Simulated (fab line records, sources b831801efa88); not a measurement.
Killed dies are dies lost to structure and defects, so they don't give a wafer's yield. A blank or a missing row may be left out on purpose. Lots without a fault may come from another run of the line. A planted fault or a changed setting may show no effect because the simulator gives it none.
fab line records | flow sky130
record lots=7 wafers=19 last_day=49
route steps=708 shown FIELD_ISO@6 PAD_OPEN@708
lots that met no fault: from a run of the same line without faults
start_h: hours from the record's first day to the start of the lot's first wafer shown | wait_h: hours since the lot's step before | " the same as in the row above | L1.1+2: a row that stands for several wafers | - no value, or no start given | * or withheld: withheld | < > ~ a bound
route shown NAME@n: a module of which the file shows steps, and the number in the route of the first | usual: mean/standard deviation of fault-free wafers | same: alike in all rows | chamber/n: place in a boat | sites: the reading at each site | _std_site: their standard deviation | _edge_site: outer sites' mean less inner sites' | radius_mm: how far each site lies from the wafer's centre | mask NAME#n: copy n | behind: the tool/chamber that last shaped the wafer | hold: why the lot was held/for how many hours/how that ended | device: the transistor (n, p or np) that didn't switch | end of line: the same wafers' tests at the end of the route | a step without rows: its recipe alone | killed: dies lost to structure and defects at the first sort, not the wafer's yield | map: a wafer's dies, x killed, . not, _ none there
set.NAME: the setting as run; set.NAME@STEP: as run at that earlier step | model.NAME: the simulator's own value behind a step, which no gauge read
lots at some steps of the route; a table a step, a row a wafer
services: from which hour (start_h, from the record's first day; less than 0 if before it) a tool's chamber was out of use, for how many hours, and why
## steps
# step SKY_FIELD_ISO_DEHYDRATE_05
# recipe temp_c=200 time_s=60
# step SKY_FIELD_ISO_HMDS_06
# recipe prime_time_s=60 prime_temp_c=120
# step SKY_FIELD_ISO_COAT_07
# recipe resist=BARC temp_c=withheld time_s=withheld spin_rpm=3000 resist_thk_nm=60
# step SKY_FIELD_ISO_COAT_08
# recipe resist=KrF-thick spin_rpm=3000 resist_thk_nm=450
# step SKY_FIELD_ISO_SOFTBAKE_09
# recipe temp_c=100 time_s=90 resist=KrF-thick
# step SKY_FIELD_ISO_EXPOSE_10
# recipe mask_id=FOM na=0.68 source_shape=annular sigma_inner=0.4 sigma_outer=0.8 target_cd_nm=150 dose_mj=28
# step SKY_FIELD_ISO_PEB_11
# recipe peb_temp_c=withheld peb_time_s=withheld resist=KrF-thick
# step SKY_FIELD_ISO_DEVELOP_12
# recipe develop_time_s=60 resist=KrF-thick dev_temp_c=21
# step SKY_FIELD_ISO_CD_MEAS_13
# recipe target_cd_nm=150
# usual cd_nm=150.0/1.3
# columns lot.wafer tool chamber start_h wait_h cd_nm
L607.2 cd_sem-01 - 32.62 - 151.5
L607.4 " - " " 149.9
L607.5 " - " " 151.3
L611.2 cd_sem-01 - 55.17 - 148.6
L611.3 " - " " 150.6
L611.6 " - " " 151.0
L621.1 cd_sem-01 - 106.15 - 150.4
L621.5 " - " " 150.3
L621.6 " - " " 150.8
L622.1 cd_sem-02 - 106.60 - 149.3
L622.2 " - " " 149.5
L623.1 cd_sem-02 - 114.80 - 150.3
L623.3 " - " " 149.8
L623.6 " - " " 149.0
L624.1 cd_sem-02 - 119.71 - 149.2
L624.2 " - " " 151.1
L624.5 " - " " 148.3
L625.2 cd_sem-02 - 123.07 - 149.5
L625.3 " - " " 149.3
# step SKY_FIELD_ISO_ETCH_14
# recipe chemistry=N2/H2 target=BARC ion_energy_ev=200 source_w=500 bias_w=100 pressure_mtorr=30 n2_flow_sccm=100 h2_flow_sccm=200 stop_on=SiO2 time_s=45.9 target_depth_a=600
# usual drypump_motor_current_A=5.7/0.44 oes_product_au=0.854/0.0047 run_length_s=74.3/0.43 throttle_valve_pct=13.225/0.0092
# columns lot.wafer tool chamber start_h wait_h drypump_motor_current_A oes_product_au rf_hours_counter_h run_length_s throttle_valve_pct
L607.2 rie_diel-02 0 32.72 0.1 5.2 0.857 95 74.1 13.231
L607.4 " 3 " " 6.5 0.848 86 74.3 13.221
L607.5 " 0 " " 5.2 0.846 - 74.3 13.204
L611.2 rie_diel-04 0 55.27 0.1 5.2 0.848 169 73.9 13.219
L611.3 " 2 " " 5.9 0.860 3 73.5 13.230
L611.6 " 3 " " 5.5 0.855 - 74.6 13.241
L621.1 rie_diel-02 1 106.27 0.1 6.3 0.853 86 74.0 13.205
L621.5 " 3 " " 6.4 0.852 - 74.2 13.226
L621.6 " 0 " " 5.2 0.859 - 74.1 13.230
L622.1 rie_diel-03 3 106.72 0.1 5.6 0.855 8 73.9 13.212
L622.2 " 0 " " 5.8 0.849 43 74.2 13.245
L623.1 rie_diel-03 0 114.92 0.1 5.7 0.857 43 74.4 13.225
L623.3 " 3 " " 5.6 0.855 8 74.3 13.223
L623.6 " 1 " " 6.2 0.860 - 74.2 13.231
L624.1 rie_diel-04 1 119.83 0.1 5.7 0.860 80 75.0 13.226
L624.2 " 2 " " 5.9 0.858 5 73.6 13.234
L624.5 " 3 " " 5.5 0.856 - 74.0 13.224
L625.2 rie_diel-03 1 123.17 0.1 6.2 0.855 44 74.4 13.228
L625.3 " 3 " " 5.6 0.855 8 74.3 13.232
# step SKY_FIELD_ISO_ETCH_15
# recipe chemistry=CHF3/O2 target_depth_nm=180 stop_on=Si source_w=600 bias_w=200 pressure_mtorr=40 chf3_flow_sccm=50 O2_flow_sccm=5 time_s=72
# usual O2_flow_sccm=5.000/0.015 drypump_motor_current_A=5.7/0.45 oes_product_au=0.949/0.0078 run_length_s=100.4/0.39 throttle_valve_pct=8.846/0.0092
# columns lot.wafer tool chamber start_h wait_h O2_flow_sccm drypump_motor_current_A oes_product_au rf_hours_counter_h run_length_s throttle_valve_pct
L607.2 rie_diel-02 0 32.76 0.0 5.006 5.2 0.942 95 100.4 8.843
L607.4 " 3 " " 5.020 6.4 0.940 86 100.6 8.845
L607.5 " 0 " " 5.017 5.1 0.939 - 100.6 8.843
L611.2 rie_diel-04 0 55.31 0.0 4.992 5.2 0.956 169 100.1 8.846
L611.3 " 2 " " 4.995 5.9 0.940 3 99.9 8.855
L611.6 " 3 " " 5.005 5.5 0.954 - 100.4 8.853
L621.1 rie_diel-02 1 106.32 0.0 4.994 6.3 0.941 86 100.1 8.841
L621.5 " 3 " " 4.981 6.5 0.941 - 100.5 8.851
L621.6 " 0 " " 4.983 5.2 0.939 - 100.0 8.828
L622.1 rie_diel-03 3 106.76 0.0 4.972 5.6 0.968 8 100.7 8.857
L622.2 " 0 " " 4.993 5.8 0.959 43 100.2 8.839
L623.1 rie_diel-03 0 114.96 0.0 5.009 5.8 0.950 43 100.2 8.842
L623.3 " 3 " " 4.992 5.5 0.954 8 100.0 8.848
L623.6 " 1 " " 4.990 6.2 0.955 - 100.5 8.844
L624.1 rie_diel-04 1 119.87 0.0 5.006 5.7 0.956 80 101.1 8.847
L624.2 " 2 " " 4.989 5.9 0.953 5 100.0 8.837
L624.5 " 3 " " 5.027 5.5 0.960 - 100.3 8.851
L625.2 rie_diel-03 1 123.21 0.0 4.996 6.2 0.959 44 100.5 8.830
L625.3 " 3 " " 4.988 5.6 0.949 8 100.5 8.846
# step SKY_FIELD_ISO_STRIP_16
# recipe chemistry=O2/N2 power_w=1400 pressure_mtorr=1500 platen_temp_c=withheld o2_flow_sccm=3000 n2_flow_sccm=300 overash_fraction=0.5
# usual drypump_motor_current_A=5.6/0.47 oes_product_au=0.378/0.005 strip_time_to_endpoint_s=3.539/0.025
# columns lot.wafer tool chamber start_h wait_h drypump_motor_current_A oes_product_au rf_hours_counter_h strip_time_to_endpoint_s
L607.2 plasma_asher-02 1 32.82 0.0 5.9 0.384 30 3.563
L607.4 " 1 " " 5.9 0.370 - 3.586
L607.5 " 1 " " 5.9 0.370 - 3.559
L611.2 plasma_asher-04 1 55.36 0.0 6.0 0.380 40 3.547
L611.3 " 0 " " 5.2 0.378 - 3.539
L611.6 " 1 " " 6.0 0.380 - 3.581
L621.1 plasma_asher-03 1 106.37 0.0 5.6 0.385 30 3.556
L621.5 " 1 " " 5.6 0.374 - 3.548
L621.6 " 0 " " 6.1 0.377 - 3.520
L622.1 plasma_asher-04 1 106.82 0.0 6.0 0.368 45 3.540
L622.2 " 0 " " 5.2 0.375 45 3.532
L623.1 plasma_asher-04 0 115.01 0.0 5.2 0.377 46 3.499
L623.3 " 1 " " 6.0 0.384 - 3.486
L623.6 " 1 " " 6.0 0.380 - 3.523
L624.1 plasma_asher-02 0 119.92 0.0 4.8 0.378 0 3.503
L624.2 " 1 " " 5.8 0.375 0 3.552
L624.5 " 0 " " 4.7 0.374 - 3.500
L625.2 plasma_asher-04 1 123.26 0.0 6.0 0.372 47 3.582
L625.3 " 0 " " 5.2 0.390 - 3.537
# step SKY_FIELD_ISO_ETCH_17
# recipe target_depth_a=3420 mask_material=Si3N4 chemistry=HBr/Cl2/O2 target=Si taper_deg=5 icp_w=600 bias_w=150 pressure_mtorr=15 HBr_flow_sccm=150 Cl2_flow_sccm=40 O2_flow_sccm=6 time_s=97.7
# usual O2_flow_sccm=6.000/0.017 drypump_motor_current_A=5.7/0.58 mfc_cl2_sccm=39.99/0.11 oes_product_au=0.999/0.0095 run_length_s=126.0/0.46 throttle_valve_pct=25.657/0.01
# columns lot.wafer tool chamber start_h wait_h O2_flow_sccm drypump_motor_current_A mfc_cl2_sccm oes_product_au rf_hours_counter_h run_length_s throttle_valve_pct model.FIELD_ISO.feature_depth_nm model.etch.depth_nm model.Si3N4_of_FIELD_ISO_CVD_03.thk_nm
L607.2 rie_si-01 2 32.92 0.1 5.982 6.7 39.90 0.989 128 125.9 25.659 340.2 340.2 149.3
L607.4 " 3 " " 6.018 5.5 39.95 1.002 141 126.5 25.648 339.6 339.6 150
L607.5 " 0 " " 5.995 6.0 39.92 1.004 - 126.3 25.662 343.6 343.6 147.4
L611.2 rie_si-02 1 55.46 0.1 5.985 6.3 40.08 0.999 35 125.3 25.653 344.8 344.8 151.4
L611.3 " 2 " " 5.975 5.0 39.81 0.990 74 126.5 25.665 340.4 340.4 151
L611.6 " 0 " " 6.004 5.5 39.86 0.983 - 125.3 25.664 335.8 335.8 153.3
L621.1 rie_si-01 0 106.47 0.1 5.992 6.0 39.99 0.998 127 126.5 25.655 342.7 342.7 149.1
L621.5 " 3 " " 6.009 5.4 40.08 0.994 - 125.8 25.654 337.7 337.7 148.7
L621.6 " 0 " " 5.992 6.0 39.98 0.999 - 126.5 25.641 341.7 341.7 148.7
L622.1 rie_si-02 1 106.92 0.1 5.991 6.2 40.14 1.007 35 90.9 25.632 224.6 224.6 158.5
L622.2 " 0 " " 6.036 5.5 39.90 1.000 0 125.5 25.656 342.5 342.5 153.3
L623.1 rie_si-02 2 115.11 0.1 5.984 5.0 39.88 0.997 75 92.0 25.668 220.4 220.4 157.5
L623.3 " 0 " " 5.979 5.5 39.83 0.999 0 91.1 25.658 220.8 220.8 156.9
L623.6 " 0 " " 5.968 5.5 39.99 0.994 - 125.5 25.648 340.7 340.7 153.3
L624.1 rie_si-01 1 120.02 0.1 6.004 4.8 39.81 0.990 94 126.4 25.673 340.1 340.1 150.8
L624.2 " 2 " " 5.979 6.7 39.85 0.989 129 125.7 25.669 334.6 334.6 151
L624.5 " 1 " " 6.005 4.9 39.86 0.998 - 125.9 25.659 339.2 339.2 151.8
L625.2 rie_si-02 0 123.36 0.1 6.009 5.6 40.14 0.994 0 125.7 25.647 339.4 339.4 153.4
L625.3 " 3 " " 5.998 5.8 39.95 0.985 3 91.4 25.660 218.8 218.8 156.3
# step SKY_FIELD_ISO_WET_ETCH_18
# recipe chemistry=H3PO4 target_depth_nm=25 temp_c=160 target=Si3N4 time_s=286
# step SKY_FIELD_ISO_CLEAN_19
# recipe chemistry=SC1/SC2 mix=1:4:20 temp_c=70 time_s=150
# step SKY_FIELD_ISO_CLEAN_20
# recipe chemistry=dHF time_s=20 dilution=100:1
# step SKY_FIELD_ISO_WET_ETCH_21
# recipe chemistry=dHF dilution=100:1 target_depth_nm=20 dry=ipa_marangoni target=SiO2 temp_c=25 time_s=400
# step SKY_FIELD_ISO_OXIDATION_22
# recipe temp_c=950 ambient=O2 stabilise_s=600 purge_s=300 target_thk_a=100 ox_time_s=623
# step SKY_FIELD_ISO_THK_MEAS_23
# recipe reads=SiO2_of_FIELD_ISO_OXIDATION_22
# usual FIELD_ISO_OXIDATION_01_THK=10.11/0.18
# columns lot.wafer tool chamber start_h wait_h FIELD_ISO_OXIDATION_01_THK[nm]
L607.2 film_metro-03 - 41.18 0.0 9.84
L607.4 " - " " 10.05
L607.5 " - " " 9.82
L611.2 film_metro-04 - 64.92 0.0 10.33
L611.3 " - " " 10.18
L611.6 " - " " 10.47
L621.1 film_metro-03 - 108.03 0.0 10.28
L621.5 " - " " 10.18
L621.6 " - " " 10.31
L622.1 film_metro-04 - 108.43 0.0 10.36
L622.2 " - " " 10.36
L623.1 film_metro-03 - 117.08 0.0 9.93
L623.3 " - " " 10.03
L623.6 " - " " 9.99
L624.1 film_metro-01 - 123.52 0.0 10.16
L624.2 " - " " 10.03
L624.5 " - " " 10.02
L625.2 film_metro-01 - 126.23 0.0 10.30
L625.3 " - " " 10.27
# step SKY_FIELD_ISO_CVD_24
# recipe material=SiO2 target_thk_nm=595 temp_c=650 sigma_open_frac=0.3 time_s=99.2 sih4_flow_sccm=60 pressure_mtorr=6
# step SKY_FIELD_ISO_THK_MEAS_25
# recipe reads=SiO2_of_FIELD_ISO_CVD_24
# usual FIELD_ISO_CVD_24_THK=597/5.5
# columns lot.wafer tool chamber start_h wait_h FIELD_ISO_CVD_24_THK[nm]
L607.2 film_metro-03 - 41.32 0.0 606
L607.4 " - " " 608
L607.5 " - " " 607
L611.2 film_metro-04 - 65.05 0.0 608
L611.3 " - " " 593
L611.6 " - " " 598
L621.1 film_metro-04 - 108.16 0.0 593
L621.5 " - " " 592
L621.6 " - " " 594
L622.1 film_metro-03 - 108.57 0.0 596
L622.2 " - " " 590
L623.1 film_metro-03 - 117.21 0.0 605
L623.3 " - " " 600
L623.6 " - " " 599
L624.1 film_metro-03 - 123.65 0.0 592
L624.2 " - " " 592
L624.5 " - " " 599
L625.2 film_metro-01 - 126.36 0.0 597
L625.3 " - " " 598
# step SKY_FIELD_ISO_ANNEAL_26
# recipe temp_c=1000 time_s=1800 ambient=N2
# step SKY_FIELD_ISO_CMP_27
# recipe stop_on=Si3N4 t_overpolish_s=16 down_force_psi=4 platen_rpm=60 target_thk_nm=457.8 pad_velocity_m_s=0.94248
# usual motor_current_A=11.4/1.8 overpolish_run_s=16.000/0.0087 platen_rpm=60.00/0.037 time_to_endpoint_s=113/4.1
# columns lot.wafer tool chamber start_h wait_h motor_current_A overpolish_run_s platen_rpm time_to_endpoint_s
L607.2 cmp-02 3 51.30 0.1 12.0 15.992 60.03 118
L607.4 " 1 " " 11.5 15.997 60.03 120
L607.5 " 0 " " 11.6 15.995 60.00 122
L611.2 cmp-02 0 73.37 0.1 11.5 16.010 60.06 121
L611.3 " 1 " " 11.5 16.008 59.97 113
L611.6 " 3 " " 12.0 15.997 60.05 114
L621.1 cmp-01 0 109.91 0.2 8.1 16.006 60.01 119
L621.6 " 2 " " 12.5 16.020 60.05 119
L621.5 " 3 " " 10.6 15.985 60.04 113
L622.2 cmp-01 2 110.18 0.1 12.4 16.014 60.08 111
L622.1 " 3 " " 9.8 16.007 59.97 113
L623.1 cmp-01 2 118.82 0.1 12.1 16.004 60.06 119
L623.3 " 3 " " 10.4 16.003 60.03 118
L623.6 " 1 " " 12.9 16.007 59.97 115
L624.2 cmp-01 3 125.44 0.0 10.2 15.998 59.97 112
L624.1 " 0 " " 9.0 16.002 60.00 114
L624.5 " 0 " " 9.0 15.989 60.03 117
L625.3 cmp-01 2 129.80 0.0 12.6 16.007 59.99 118
L625.2 " 1 " " 12.8 15.994 59.89 115
# step SKY_FIELD_ISO_WET_ETCH_28
# recipe chemistry=dHF target_depth_nm=23.7 target=SiO2 dilution=10:1 temp_c=25 time_s=47
# usual run_length_s=76/3.3
# columns lot.wafer tool chamber start_h wait_h run_length_s model.Si3N4_of_FIELD_ISO_CVD_03.thk_nm
L607.2 wet_bench-04 2 51.60 0.2 79 118.5
L607.4 " 2 " " 79 119.1
L607.5 " 2 " " 79 116.4
L611.2 wet_bench-04 1 73.62 0.2 80 120.4
L611.3 " 1 " " 80 120
L611.6 " 1 " " 80 122.2
L621.1 wet_bench-04 3 110.11 0.1 80 118.4
L621.5 " 3 " " 80 118
L621.6 " 3 " " 80 118.1
L622.1 wet_bench-02 1 110.43 0.1 74 127.3
L622.2 " 1 " " 74 122
L623.1 wet_bench-04 0 119.07 0.2 80 126
L623.3 " 0 " " 80 125.3
L623.6 " 0 " " 80 121.8
L624.1 wet_bench-02 3 125.74 0.2 74 120.5
L624.2 " 3 " " 74 120.7
L624.5 " 3 " " 74 121.5
L625.2 wet_bench-01 3 130.10 0.1 80 122.4
L625.3 " 3 " " 80 125.3
# step SKY_FIELD_ISO_WET_ETCH_29
# recipe chemistry=H3PO4 target_depth_nm=160 target=Si3N4 temp_c=160 time_s=1825
# step SKY_PAD_OPEN_PROBE_99
# usual killed_at_M0_to_M3=44/6.9 killed_at_M4_up=3.3/1.7 killed_at_contacts=24/5.5 killed_at_front_end=16/4.5 killed_at_other=0.2/0.46 killed_dies=87/9.1 killed_open=48/7.3 killed_short=39/6.2
# same gross_dies=492 killed_at_back_side=0
# columns lot.wafer tool chamber start_h wait_h killed_at_M0_to_M3 killed_at_M4_up killed_at_contacts killed_at_front_end killed_at_other killed_dies killed_open killed_short model.etest.res_p_drift_20v.line_ohm_um model.etest.res_p_drift_20v.rs_ohm_sq model.etest.pfet_16v.r_on_ohm_um model.etest.res_iso_pwell.rs_ohm_sq model.etest.nfet_16v.r_on_ohm_um model.etest.res_iso_pwell.line_ohm_um model.etest.res_nwell.line_ohm_um model.etest.res_nwell.rs_ohm_sq
L607.2 prober-01 - 1097.91 0.1 43 3 31 15 0 92 49 42 1.22e+04 1.008e+04 1.502e+04 3118 1.388e+04 1180 1126 958.1
L607.4 prober-01 - 1098.01 0.2 44 7 25 14 0 90 49 38 1.216e+04 1.001e+04 1.502e+04 3122 1.378e+04 1184 1106 958.1
L607.5 prober-01 - 1098.06 0.2 39 2 19 22 0 82 49 33 1.231e+04 1.015e+04 1.512e+04 3169 1.372e+04 1215 1125 955.5
L611.2 prober-02 - 1126.46 0.1 36 3 39 19 1 98 65 33 1.31e+04 1.07e+04 1.629e+04 4116 1.433e+04 1581 1125 968.3
L611.3 prober-02 - 1126.51 0.2 49 2 36 20 0 107 60 47 1.259e+04 1.038e+04 1.582e+04 3938 1.407e+04 1489 1105 951.7
L611.6 prober-02 - 1126.66 0.2 50 2 21 24 0 97 44 53 1.232e+04 1.013e+04 1.542e+04 3724 1.404e+04 1422 1103 936.3
L621.1 prober-02 - 1168.26 0.1 39 3 28 18 0 88 56 32 1.193e+04 1.002e+04 1.52e+04 3044 1.418e+04 1153 1117 932.8
L621.5 prober-02 - 1168.46 0.2 36 5 28 16 0 85 46 39 1.141e+04 9559 1.484e+04 2893 1.424e+04 1099 1092 910.1
L621.6 prober-02 - 1168.51 0.2 46 3 34 14 2 99 57 42 1.163e+04 9802 1.492e+04 2972 1.408e+04 1120 1123 930.2
L622.1 prober-01 - 1169.42 0.1 38 5 24 12 0 79 39 40 7814 6593 1.276e+04 1836 1.314e+04 690.4 892.1 732.7
L622.2 prober-01 - 1169.47 0.1 36 6 35 12 0 89 55 34 1.2e+04 1.007e+04 1.521e+04 2788 1.406e+04 1041 1185 972
L623.1 prober-01 - 1176.46 0.1 46 3 18 15 1 83 46 37 7715 6467 1.265e+04 1867 1.346e+04 695.7 893.9 732
L623.3 prober-01 - 1176.56 0.2 44 3 19 12 1 79 42 37 7796 6492 1.246e+04 1868 1.321e+04 700.5 865 721.8
L623.6 prober-01 - 1176.71 0.2 58 4 23 15 0 100 51 49 1.074e+04 9023 1.508e+04 3035 1.419e+04 1154 1160 957
L624.1 prober-02 - 1179.41 0.1 46 4 29 14 1 94 53 41 1.193e+04 1.004e+04 1.523e+04 3118 1.397e+04 1198 1147 962
L624.2 prober-02 - 1179.46 0.1 51 2 24 12 1 90 53 37 1.122e+04 9466 1.509e+04 2954 1.396e+04 1130 1110 935.8
L624.5 prober-02 - 1179.61 0.2 53 4 15 6 1 79 49 30 1.16e+04 9768 1.505e+04 3096 1.395e+04 1176 1156 962.9
L625.2 prober-01 - 1180.47 0.1 49 3 27 17 0 96 46 50 1.072e+04 9081 1.524e+04 3311 1.415e+04 1243 1047 903.8
L625.3 prober-01 - 1180.52 0.2 38 2 23 15 0 78 44 34 7866 6557 1.234e+04 1913 1.352e+04 728.7 855.7 701.6
# killed by level:class
L607.2 CONTACT:geometric_particle:open=11 METAL2:geometric_particle:short=9 LI_CONTACT:geometric_particle:open=8 VIA1:geometric_particle:open=7 FIELD_ISO:geometric_particle:open=6 VIA1:geometric_particle:short=6 LOCAL_INTERCONNECT:geometric_particle:short=6 VIA2:geometric_particle:open=6
L607.4 VIA1:geometric_particle:open=12 CONTACT:geometric_particle:open=11 VIA1:geometric_particle:short=10 CONTACT:geometric_particle:short=8 VIA2:geometric_particle:open=7 METAL4:geometric_particle:short=5 POLY_GATE:geometric_particle:short=4 LI_CONTACT:geometric_particle:open=4
L607.5 VIA1:geometric_particle:open=9 POLY_GATE:geometric_particle:open=7 CONTACT:geometric_particle:open=7 LI_CONTACT:geometric_particle:open=6 VIA2:geometric_particle:open=6 FIELD_ISO:geometric_particle:short=5 VIA1:geometric_particle:short=5 METAL2:geometric_particle:short=5
L611.2 CONTACT:geometric_particle:open=18 VIA1:geometric_particle:open=14 VIA2:geometric_particle:open=6 LI_CONTACT:geometric_particle:open=6 POLY_GATE:geometric_particle:open=5 FIELD_ISO:geometric_particle:short=4 FIELD_ISO:geometric_particle:open=4 POLY_GATE:geometric_particle:short=4
L611.3 VIA1:geometric_particle:open=17 CONTACT:geometric_particle:open=11 METAL1:geometric_particle:short=11 LI_CONTACT:geometric_particle:open=9 CONTACT:geometric_particle:short=7 POLY_GATE:geometric_particle:short=6 METAL2:geometric_particle:short=6 VIA2:geometric_particle:open=5
L611.6 VIA1:geometric_particle:open=10 METAL1:geometric_particle:short=10 FIELD_ISO:geometric_particle:short=7 POLY_GATE:geometric_particle:short=6 LI_CONTACT:geometric_particle:open=6 CONTACT:geometric_particle:open=6 METAL2:geometric_particle:short=6 VIA2:geometric_particle:open=5
L621.1 CONTACT:geometric_particle:open=11 VIA1:geometric_particle:open=11 LI_CONTACT:geometric_particle:open=9 METAL1:geometric_particle:short=7 FIELD_ISO:geometric_particle:open=5 VIA2:geometric_particle:open=5 VIA3:geometric_particle:open=5 POLY_GATE:geometric_particle:open=4
L621.5 VIA1:geometric_particle:open=13 CONTACT:geometric_particle:open=10 LI_CONTACT:geometric_particle:open=7 CONTACT:geometric_particle:short=7 POLY_GATE:geometric_particle:short=6 VIA3:geometric_particle:open=5 VIA3:geometric_particle:short=4 METAL4:geometric_particle:short=4
L621.6 VIA1:geometric_particle:open=15 LI_CONTACT:geometric_particle:open=9 CONTACT:geometric_particle:open=7 VIA2:geometric_particle:open=7 CONTACT:geometric_particle:short=6 LI_CONTACT:geometric_particle:short=6 METAL1:geometric_particle:open=5 FIELD_ISO:geometric_particle:short=4
L622.1 CONTACT:geometric_particle:open=9 VIA1:geometric_particle:open=9 VIA2:geometric_particle:open=7 FIELD_ISO:geometric_particle:short=5 LI_CONTACT:geometric_particle:open=5 CONTACT:geometric_particle:short=5 METAL2:geometric_particle:short=5 VIA2:geometric_particle:short=5
L622.2 CONTACT:geometric_particle:open=16 VIA1:geometric_particle:open=10 LI_CONTACT:geometric_particle:open=7 CONTACT:geometric_particle:short=6 METAL1:geometric_particle:short=5 VIA3:geometric_particle:open=5 FIELD_ISO:geometric_particle:open=4 POLY_GATE:geometric_particle:open=4
L623.1 VIA1:geometric_particle:open=11 VIA2:geometric_particle:open=11 LI_CONTACT:geometric_particle:open=7 CONTACT:geometric_particle:open=5 METAL2:geometric_particle:short=5 METAL1:geometric_particle:short=5 FIELD_ISO:geometric_particle:short=4 VIA1:geometric_particle:short=4
L623.3 VIA2:geometric_particle:open=8 METAL1:geometric_particle:short=7 VIA1:geometric_particle:open=7 METAL3:geometric_particle:short=7 LI_CONTACT:geometric_particle:open=6 CONTACT:geometric_particle:open=5 POLY_GATE:geometric_particle:short=4 METAL1:geometric_particle:open=4
L623.6 VIA1:geometric_particle:open=16 CONTACT:geometric_particle:open=11 METAL1:geometric_particle:short=8 VIA1:geometric_particle:short=7 VIA2:geometric_particle:open=6 LOCAL_INTERCONNECT:geometric_particle:short=5 METAL2:geometric_particle:short=5 VIA3:geometric_particle:open=5
L624.1 VIA1:geometric_particle:open=11 CONTACT:geometric_particle:open=9 LI_CONTACT:geometric_particle:open=8 VIA2:geometric_particle:open=8 METAL1:geometric_particle:short=7 CONTACT:geometric_particle:short=6 VIA3:geometric_particle:open=6 POLY_GATE:geometric_particle:open=5
L624.2 VIA2:geometric_particle:open=12 CONTACT:geometric_particle:open=11 METAL1:geometric_particle:short=8 VIA3:geometric_particle:open=8 VIA1:geometric_particle:open=7 FIELD_ISO:geometric_particle:short=4 LOCAL_INTERCONNECT:geometric_particle:short=4 VIA1:geometric_particle:short=4
L624.5 VIA3:geometric_particle:open=13 VIA1:geometric_particle:open=12 CONTACT:geometric_particle:open=9 METAL2:geometric_particle:short=6 VIA1:geometric_particle:short=5 VIA2:geometric_particle:open=5 METAL1:geometric_particle:short=3 VIA2:geometric_particle:short=3
L625.2 CONTACT:geometric_particle:short=10 VIA1:geometric_particle:open=9 LOCAL_INTERCONNECT:geometric_particle:short=6 VIA1:geometric_particle:short=6 VIA3:geometric_particle:open=6 METAL2:geometric_particle:short=5 METAL1:geometric_particle:open=5 METAL1:geometric_particle:short=5
L625.3 VIA1:geometric_particle:open=11 CONTACT:geometric_particle:open=8 FIELD_ISO:geometric_particle:open=6 VIA3:geometric_particle:open=6 LI_CONTACT:geometric_particle:open=5 CONTACT:geometric_particle:short=5 METAL1:geometric_particle:short=5 FIELD_ISO:geometric_particle:short=4
## services
# columns tool chamber start_h hours kind
cmp-02 - 9.25 1.0 repair
rie_diel-02 3 11.93 14.0 repair
cmp-02 - 25.42 0.6 repair
rie_diel-03 3 39.13 16.7 repair
cmp-01 - 40.88 1.8 repair
rie_diel-02 1 45.48 4.1 repair
rie_diel-03 1 47.51 11.0 repair
rie_diel-04 1 59.01 3.1 repair
cmp-02 - 61.61 2.8 repair
rie_diel-03 - 61.69 2.8 pm
cmp-02 - 64.37 4.0 pm
rie_diel-03 - 68.75 4.3 pm
rie_si-01 0 69.53 6.5 repair
rie_diel-02 0 73.99 9.1 repair
rie_diel-03 3 75.88 4.6 repair
rie_diel-03 0 77.68 3.8 repair
rie_si-02 1 84.40 3.2 repair
rie_si-02 - 106.40 0.2 repair
rie_diel-02 - 108.31 0.7 repair
cmp-02 - 108.32 2.6 repair
plasma_asher-02 - 108.75 9.0 pm
cmp-02 - 111.18 13.5 pm
rie_diel-02 - 121.75 35.6 repair
cmp-02 - 129.04 2.4 repair
## key
first_sign step=SKY_FIELD_ISO_ETCH_17 reading=run_length_s direction=down sigmas=76 usual=* struck=*
effect none on later readings
model_effect step=SKY_FIELD_ISO_ETCH_17 value=FIELD_ISO.feature_depth_nm without=341.7 struck=221.2
model_effect step=SKY_FIELD_ISO_WET_ETCH_28 value=Si3N4_of_FIELD_ISO_CVD_03.thk_nm without=120.7 struck=126
model_effect step=SKY_PAD_OPEN_PROBE_99 value=etest.res_p_drift_20v.line_ohm_um without=1.105e+04 struck=7798
met_at SKY_FIELD_ISO_ETCH_17
struck_wafers L622.1,L623.1,L623.3,L625.3
tester_left_out L622,L623,L625
onset_between 55.46 106.92
fault kind=process_parameter_drift tool=rie_si-02 chamber=- onset_h=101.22 steps=SKY_FIELD_ISO_ETCH_17 channel=time_s offset=* shape=step end_h=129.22 scope=struck_wafers_only acts_in=* stated=*
# tester_left_out: of these lots the tester's yield and bins aren't shown, on N5 and GAA mostly nor the transistor test; their killed dies are dies lost to structure and defects alone, not to doping, threshold or leakage, so they don't give the yield
